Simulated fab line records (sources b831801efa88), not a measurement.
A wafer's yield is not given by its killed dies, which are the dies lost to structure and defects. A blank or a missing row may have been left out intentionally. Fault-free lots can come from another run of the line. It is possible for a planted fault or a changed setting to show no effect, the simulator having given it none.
8D (eight disciplines) problem report, filled in by code -- flow sky130 -- the parts of the form that need people (team, actions taken, sign-off) are left out

## 1. THE ISSUE
Mean of runLengthS at SKY_LI_CONTACT_ETCH_14: 104.1 s across 3 wafers in 3 lots; on wafers with no fault it is 74.3 s (standard deviation 0.45). That puts it +66 standard deviations away from the usual mean.
The step: etches BARC in N2/H2, stops on SiO2, time 45.9 s, target depth 60 nm.
The first sign was on wafer L994.6 at day 34 15:50, on rieDiel-02. The record has a number at this step for 34 wafers belonging to 12 lots. Rule for "out", or "out of limits": more than 4 standard deviations from the usual mean. The other wafers with a number count as sound.

## 2. WHAT IT IS; WHAT IT IS NOT
question,is,is not
which readings at this step,"runLengthS, oesProductAu","chamberPressureMTorr, drypumpMotorCurrentA"
which lots,"L994, L995, L996","L977, L978, L980, L981, L982, L983, L986, L987, L988"
which wafers of those lots,"L994.6, L995.6, L996.6","L994.5, L995.1, L995.5, L996.5"
read on which tools,rieDiel-02,"rieDiel-01, rieDiel-04"
when,from day 34 15:50,"up to then (28 sound wafers); but 3 sound wafers of L995, L996 came after"

## 3. THE SUSPECTS, EACH WITH WHAT RULES IT OUT
Counting: a tool at a process step up to the reading stays a suspect if it ran every lot that is out. Sound lots after the first of them don't rule it out here, since some wafers of a struck lot are sound.
- rieDiel-02 at SKY_LI_CONTACT_ETCH_14 (etches BARC in N2/H2, stops on SiO2, time 45.9 s, target depth 60 nm): kept. Every lot that is out went through it, the first being L994 (day 34 15:50); the last sound lot it ran before that was L986 (day 32 03:17). Its own oesProductAu, runLengthS readings are out on those wafers.
- Within rieDiel-02 at SKY_LI_CONTACT_ETCH_14: the wafers that are out ran in chambers 1, 3; their sound lot-mates ran in chamber 2.
Remaining after the count: rieDiel-02 at SKY_LI_CONTACT_ETCH_14.

## 4. THE CAUSE (what the simulator had put in)
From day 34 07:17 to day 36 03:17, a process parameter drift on rieDiel-02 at SKY_LI_CONTACT_ETCH_14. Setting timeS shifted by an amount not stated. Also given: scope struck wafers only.
This tool alone remained once counting was done.

## 5. THE CHAIN OF EFFECTS, in route order
Rows list readings where the struck wafers' mean (over those with a number) sits beyond 3 standard deviations from the usual. Readings are gone through only where the record gives a usual standard deviation; hours: the median, over the lots, of the time from a lot's start at the first step in this table giving one to that lot's start at this step; sigmas: the change measured in usual standard deviations.
hours,step,reading,usual,on struck wafers,change,sigmas
0,SKY_LI_CONTACT_ETCH_14,oesProductAu,0.855 a.u.,0.667,-0.188,-37
0,SKY_LI_CONTACT_ETCH_14,runLengthS,74.3 s,104.1,+29.8,+66
0,SKY_LI_CONTACT_STRIP_16,stripTimeToEndpointS,3.50 s,3.24,-0.26,-6.4
The process steps in it:
- SKY_LI_CONTACT_ETCH_14: etches BARC in N2/H2, stops on SiO2, time 45.9 s, target depth 60 nm.
- SKY_LI_CONTACT_STRIP_16: strips in O2/N2.
At these later measuring or inspecting steps, every struck wafer for which the step has a row has a number for every such reading, and none has moved that far: SKY_LI_CONTACT_RS_MEAS_22.

## 6. HOW IT WOULD HAVE BEEN CAUGHT EARLIER
In this record no reading fell out of limits until day 34 15:50, 9 hours after the fault had begun at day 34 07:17.
